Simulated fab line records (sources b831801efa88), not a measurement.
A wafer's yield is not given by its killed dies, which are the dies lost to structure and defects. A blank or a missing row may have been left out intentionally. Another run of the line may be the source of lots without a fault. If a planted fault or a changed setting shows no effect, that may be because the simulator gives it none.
Struck lot and sound lot, side by side || flow sky130 || 17 steps out of a route of 708
Sound: these wafers, L517.1, L517.2, L517.4. Struck: wafer L526.1 (L526.2, L526.3, from the same lot, were not struck and are left out); the cause is given at the end.
Order at every step that has rows: each side's tool, ch and its chambers, its first start. Under that, the readings that differ: sound wafers || struck wafers || difference of the means || sigmas: that difference in standard deviations of wafers without a fault.
alike: same words and numbers on both sides, and readings whose means sit less than 2 such deviations apart. not compared: any withheld reading, any reading some wafer has no value for, any bound like >300 that may hide the same value, and any number with overlapping values for which the record gives no deviation.
A row with sigmas, a row that says differs or no value, or rows on one side alone: a step with any of these is where the two part. Non-overlapping numbers with no deviation appear without sigmas and do not part them. A reading missing from all wafers of one side parts the sides only when that side holds two or more wafers.

first, 3 steps without rows for these wafers: SKY_VIA3_EXPOSE_09 (exposes mask VIM3, target cd 200 nm); SKY_VIA3_PEB_10; SKY_VIA3_DEVELOP_11 (develop time 60 s).
SKY_VIA3_CD_MEAS_12 targets a cd of 200 nm.
  sound on cd_sem-01, day 42 09:31; struck on cd_sem-01, day 44 18:00
  alike: cd_nm
SKY_VIA3_OVL_MEAS_13:
  sound on overlay-01, day 42 09:38; struck on overlay-02, day 44 18:07
  alike: VIA3_OVL
SKY_VIA3_ETCH_14: etches BARC in N2/H2, stops on SiO2, time 45.9 s, target depth 60 nm.
  sound on rie_diel-01 ch 0,2,3, day 42 09:40; struck on rie_diel-04 ch 0, day 44 18:09
  alike: chamber_pressure_mTorr, drypump_motor_current_A, oes_product_au, throttle_valve_pct
  not compared: rf_hours_counter_h
SKY_VIA3_ETCH_15: etches SiO2 in C4F8/O2/Ar, stops on TiN, target depth 507 nm, time 78 s.
  sound on rie_diel-01 ch 0,2,3, day 42 09:43; struck on rie_diel-04 ch 0, day 44 18:11
{"reading": "oes_product_au (a.u.)", "sound": "0.959 0.949 0.947", "struck": 0.940, "difference": -0.012, "sigmas": -2}
  alike: chamber_pressure_mTorr
  not compared: rf_hours_counter_h
SKY_VIA3_STRIP_16: strips in O2/N2.
  sound on plasma_asher-01 ch 0,1, day 42 09:46; struck on plasma_asher-04 ch 0, day 44 18:15
{"reading": "oes_product_au (a.u.)", "sound": "0.413 0.406 0.403", "struck": 0.397, "difference": -0.010, "sigmas": -2}
  alike: chamber_pressure_mTorr, drypump_motor_current_A, strip_time_to_endpoint_s
  not compared: rf_hours_counter_h
then, 3 steps without rows for these wafers: SKY_VIA3_STRIP_17 (strips in post etch residue remover, time 1200 s); SKY_VIA3_CLEAN_18 (cleans in IPA, time 180 s); SKY_VIA3_CLEAN_19 (cleans in O3/DIW).
SKY_VIA3_SPUTTER_20: material TiN, target thk 20 nm, time 80 s.
  sound on pvd_sputter-04, day 42 10:22; struck on pvd_sputter-04, day 44 18:56
  alike: throttle_valve_pct
SKY_VIA3_CVD_21: deposits W, target thk 390 nm, time 117.31 s.
  sound on cvd_w-02 ch 0,1, day 42 10:26; struck on cvd_w-02 ch 1, day 44 18:59
{"reading": "model.W_of_VIA3_CVD_21.thk_nm (nm)", "sound": "390.1 397.5 398.9", "struck": 437.8, "difference": "+42.3", "sigmas": ""}
  alike: heater_power_w
SKY_VIA3_RS_MEAS_22: uses a four-point probe to measure.
  sound on film_metro-02, day 42 10:33; struck on film_metro-03, day 44 19:07
{"reading": "VIA3_W_RS (ohm/sq)", "sound": "0.294 0.288 0.287", "struck": 0.261, "difference": -0.029, "sigmas": -7}
SKY_VIA3_THK_MEAS_23: measures by xrf.
  sound on film_metro-02, day 42 10:40; struck on film_metro-03, day 44 19:14
{"reading": "VIA3_W_THK (nm)", "sound": "395 404 406", "struck": 438, "difference": "+36", "sigmas": "+5"}
SKY_VIA3_CMP_24: polishes, stops on SiO2, t overpolish 20 s, target thk 0 nm.
  sound on cmp-02 ch 0,2,3, day 42 10:44; struck on cmp-01 ch 3, day 44 19:17
{"reading": "motor_current_A (A)", "sound": "8.2 11.6 9.3", "struck": 12.1, "difference": "+2.4", "sigmas": "+2"}
{"reading": "time_to_endpoint_s (s)", "sound": "88 87 95", "struck": 107, "difference": "+17", "sigmas": "+3"}
-- the record jumps here: 5 days lie between the struck wafers' starts before and after (it left off in module VIA3 and takes up again in module PAD_OPEN, whose first step shown is number 708 of the route) --
SKY_PAD_OPEN_PROBE_99:
  sound on prober-02, day 48 02:38; struck on prober-01, day 50 00:29
{"reading": "defect_limited_yield (%)", "sound": "85.2 85.0 86.0", "struck": 80.7, "difference": -4.7, "sigmas": -3}
{"reading": "killed_at_M0_to_M3", "sound": "36 41 27", "struck": 51, "difference": "+16", "sigmas": "+2"}
{"reading": "killed_at_front_end", "sound": "10 12 21", "struck": 23, "difference": "+9", "sigmas": "+2"}
{"reading": "killed_dies", "sound": "73 74 69", "struck": 95, "difference": "+23", "sigmas": "+3"}
{"reading": "sort_bin_5_function (%)", "sound": "10.2 9.1 8.3", "struck": 13.0, "difference": "+3.8", "sigmas": "+3"}
{"reading": "sort_n_pass", "sound": "419 418 423", "struck": 397, "difference": -23, "sigmas": -3}
{"reading": "sort_yield_pct (%)", "sound": "85.2 85.0 86.0", "struck": 80.7, "difference": -4.7, "sigmas": -3}
  alike: killed_at_M4_up, killed_at_contacts, killed_at_other, killed_open, killed_short, sort_bin_3_pad_short, sort_bin_6_memory

== WHERE THEY PART ==
At SKY_VIA3_ETCH_15 first; at SKY_PAD_OPEN_PROBE_99 last (within this record only).

WHY: what the simulator had put in
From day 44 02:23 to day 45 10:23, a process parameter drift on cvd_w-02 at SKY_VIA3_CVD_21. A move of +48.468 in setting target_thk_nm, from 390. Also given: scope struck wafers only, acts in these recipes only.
